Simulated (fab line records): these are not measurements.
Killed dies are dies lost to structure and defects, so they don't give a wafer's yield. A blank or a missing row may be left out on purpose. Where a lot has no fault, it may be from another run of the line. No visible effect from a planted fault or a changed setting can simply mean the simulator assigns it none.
What tool caused it? | flow sky130 | 14 lots, 42 wafers sampled, at 4 steps of a route of 708

== WHAT THE GAUGES READ, wafer by wafer ==
SKY_VT_ADJUST_LVTN_TW_MEAS_21. Usual: VT_ADJUST_LVTN_2_TW typically reads 187.6, with standard deviation 1.4.
lot  | measured     | on           | VT_ADJUST_LVTN_2_TW | flag
L159 | day 8 06:08  | filmMetro-03 | 186.8 185.9 187.2   | 
L160 | day 8 14:31  | filmMetro-02 | 185.6 186.0 185.9   | 
L165 | day 9 16:56  | filmMetro-03 | 187.5 186.9 186.7   | 
L166 | day 10 00:47 | filmMetro-03 | 187.3 186.5 187.4   | 
L167 | day 10 10:06 | filmMetro-02 | 186.9 186.8 186.8   | 
L169 | day 10 22:41 | filmMetro-04 | 191.1 190.7 190.9   | 
L170 | day 11 05:37 | filmMetro-03 | 188.3 187.2 188.4   | 
L172 | day 11 16:53 | filmMetro-02 | 187.3 186.8 187.7   | 
L173 | day 12 01:59 | filmMetro-04 | 189.1 189.5 189.8   | 
L174 | day 12 10:46 | filmMetro-04 | 189.6 189.5 189.7   | 
L176 | day 12 19:52 | filmMetro-04 | 188.9 188.4 188.5   | 
L179 | day 13 22:58 | filmMetro-03 | 187.8 188.1 188.0   | 
L180 | day 14 03:01 | filmMetro-03 | 188.5 187.1 187.7   | 
L181 | day 14 11:53 | filmMetro-02 | 187.1 186.0 187.5   | 

SKY_POLY_GATE_THK_MEAS_01. Usual: POLY_GATE_CVD_00_THK typically reads 180.6 nm, with standard deviation 1.7.
lot  | measured     | on           | POLY_GATE_CVD_00_THK (nm) | flag
L159 | day 14 19:07 | filmMetro-02 | 180.0 180.8 179.9         | 
L160 | day 15 13:16 | filmMetro-02 | 183.3 183.8 181.5         | 
L165 | day 16 10:17 | filmMetro-03 | 180.1 179.4 180.2         | 
L166 | day 16 22:06 | filmMetro-02 | 178.4 179.2 178.4         | 
L167 | day 17 12:14 | filmMetro-02 | 180.2 180.9 180.5         | 
L169 | day 18 03:15 | filmMetro-02 | 180.8 181.2 181.1         | 
L170 | day 18 09:29 | filmMetro-01 | 180.7 179.2 181.0         | 
L172 | day 18 23:49 | filmMetro-01 | 183.4 182.1 183.0         | 
L173 | day 19 10:01 | filmMetro-03 | 182.0 180.6 181.4         | 
L174 | day 19 23:02 | filmMetro-03 | 180.6 180.7 181.3         | 
L176 | day 20 07:57 | filmMetro-02 | 178.2 178.8 178.0         | 
L179 | day 21 14:58 | filmMetro-01 | 181.0 181.7 181.3         | 
L180 | day 21 22:21 | filmMetro-02 | 179.3 178.5 179.5         | 
L181 | day 22 04:51 | filmMetro-01 | 182.1 180.7 182.2         | 

== WHICH TOOL RAN EACH LOT (tool, then ch and the chambers of the sampled wafers, then the start) ==
lot  | SKY_SONOS_ONO_WET_ETCH_16      | SKY_SONOS_ONO_STRIP_17
L159 | wetBench-02 ch 3, day 13 08:19 | plasmaAsher-01 ch 0,1, day 13 08:25
L160 | wetBench-02 ch 3, day 14 01:58 | plasmaAsher-03 ch 0,1, day 14 02:04
L165 | wetBench-02 ch 2, day 14 21:58 | plasmaAsher-04 ch 0,1, day 14 22:04
L166 | wetBench-02 ch 2, day 15 09:37 | plasmaAsher-03 ch 0,1, day 15 09:43
L167 | wetBench-04 ch 3, day 16 00:04 | plasmaAsher-01 ch 0,1, day 16 00:08
L169 | wetBench-02 ch 2, day 16 15:42 | plasmaAsher-04 ch 0, day 16 15:48
L170 | wetBench-02 ch 2, day 16 23:25 | plasmaAsher-03 ch 0,1, day 16 23:31
L172 | wetBench-03 ch 2, day 17 10:34 | plasmaAsher-04 ch 0,1, day 17 10:40
L173 | wetBench-03 ch 3, day 17 21:03 | plasmaAsher-04 ch 0,1, day 17 21:08
L174 | wetBench-03 ch 1, day 18 10:54 | plasmaAsher-03 ch 1, day 18 10:59
L176 | wetBench-03 ch 1, day 18 18:10 | plasmaAsher-04 ch 0,1, day 18 18:16
L179 | wetBench-02 ch 0, day 20 03:15 | plasmaAsher-03 ch 0,1, day 20 03:21
L180 | wetBench-04 ch 1, day 20 08:34 | plasmaAsher-04 ch 0,1, day 20 08:40
L181 | wetBench-04 ch 2, day 20 16:13 | plasmaAsher-03 ch 0,1, day 20 16:20
- SKY_SONOS_ONO_WET_ETCH_16: etches SiO2 in dHF, target depth 14 nm, time 280 s.
- SKY_SONOS_ONO_STRIP_17: strips in O2/N2.

== AS READ BY THE TOOLS THEMSELVES (means over the sampled wafers that have a number; for cases with no such wafer, the mark the record gives instead) ==
SKY_SONOS_ONO_WET_ETCH_16. Usual: runLengthS 308 s, standard deviation 3.3; tempC 24.99 C, standard deviation 0.13.
lot  | tool        | runLengthS (s) | tempC (C) | flag
L159 | wetBench-02 | 313            | 25.09     | 
L160 | wetBench-02 | 307            | 24.87     | 
L165 | wetBench-02 | 305            | 24.98     | 
L166 | wetBench-02 | 312            | 25.08     | 
L167 | wetBench-04 | 308            | 24.93     | 
L169 | wetBench-02 | 313            | 25.14     | 
L170 | wetBench-02 | 313            | 25.08     | 
L172 | wetBench-03 | 304            | 25.00     | 
L173 | wetBench-03 | 306            | 24.85     | 
L174 | wetBench-03 | 277            | 24.98     | OFF
L176 | wetBench-03 | 277            | 25.10     | OFF
L179 | wetBench-02 | 312            | 24.97     | 
L180 | wetBench-04 | 305            | 25.15     | 
L181 | wetBench-04 | 305            | 25.00     | 

SKY_SONOS_ONO_STRIP_17. Usual: drypumpMotorCurrentA 5.4 A, standard deviation 0.44; oesProductAu 0.710 a.u., standard deviation 0.0044; stripTimeToEndpointS 14.10 s, standard deviation 0.038.
lot  | tool           | drypumpMotorCurrentA (A) | oesProductAu (a.u.) | stripTimeToEndpointS (s) | flag
L159 | plasmaAsher-01 | 5.3                      | 0.709               | 14.07                    | 
L160 | plasmaAsher-03 | 5.9                      | 0.708               | 14.11                    | 
L165 | plasmaAsher-04 | 5.3                      | 0.708               | 14.09                    | 
L166 | plasmaAsher-03 | 5.6                      | 0.714               | 14.17                    | 
L167 | plasmaAsher-01 | 5.3                      | 0.710               | 14.15                    | 
L169 | plasmaAsher-04 | 5.5                      | 0.708               | 14.08                    | 
L170 | plasmaAsher-03 | 5.9                      | 0.709               | 14.09                    | 
L172 | plasmaAsher-04 | 5.3                      | 0.704               | 14.09                    | 
L173 | plasmaAsher-04 | 5.3                      | 0.707               | 14.10                    | 
L174 | plasmaAsher-03 | 6.2                      | 0.708               | 14.01                    | 
L176 | plasmaAsher-04 | 5.3                      | 0.710               | 14.13                    | 
L179 | plasmaAsher-03 | 5.6                      | 0.713               | 14.02                    | 
L180 | plasmaAsher-04 | 5.3                      | 0.713               | 14.08                    | 
L181 | plasmaAsher-03 | 5.6                      | 0.710               | 14.10                    | 

== THE ANSWER, worked out from the rows above alone ==
Rule: a lot is off if the mean of its wafers that have a number lies more than 3 standard deviations from the usual mean. A lot without any number at a reading at which 4 lots or more have one is off too. The other lots that the step has rows for count as sound. Order of review: gauges by route order, followed by the tools' own readings, for which a lot's mean as printed above is used. The first step at which some lot is off is used, and at that step the reading that is off furthest; a lot without a number counts as furthest.
Off, at SKY_SONOS_ONO_WET_ETCH_16 on runLengthS: L174, L176.
If a tool, at that step or one of the process steps before it, ran each lot that is off and ran no sound lot following the first of them, it fits. One candidate fits, namely wetBench-03 at SKY_SONOS_ONO_WET_ETCH_16. Its last sound lot is L173 (day 17 21:03), its first lot that is off L174 (day 18 10:54): a fault that began between those two fits.
On the lots that are off, the tool's own readings at SKY_SONOS_ONO_WET_ETCH_16 differ by more than 5 times the standard deviation of the sound lots' means, which bears it out; runLengthS reads 277 s there versus 309 s on the sound lots.

== WHAT THE SIMULATOR PUT IN ==
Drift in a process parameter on wetBench-03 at SKY_SONOS_ONO_WET_ETCH_16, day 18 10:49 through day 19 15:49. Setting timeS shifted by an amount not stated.
Lots struck among those shown: L174, L176. The rule above reached the same finding.
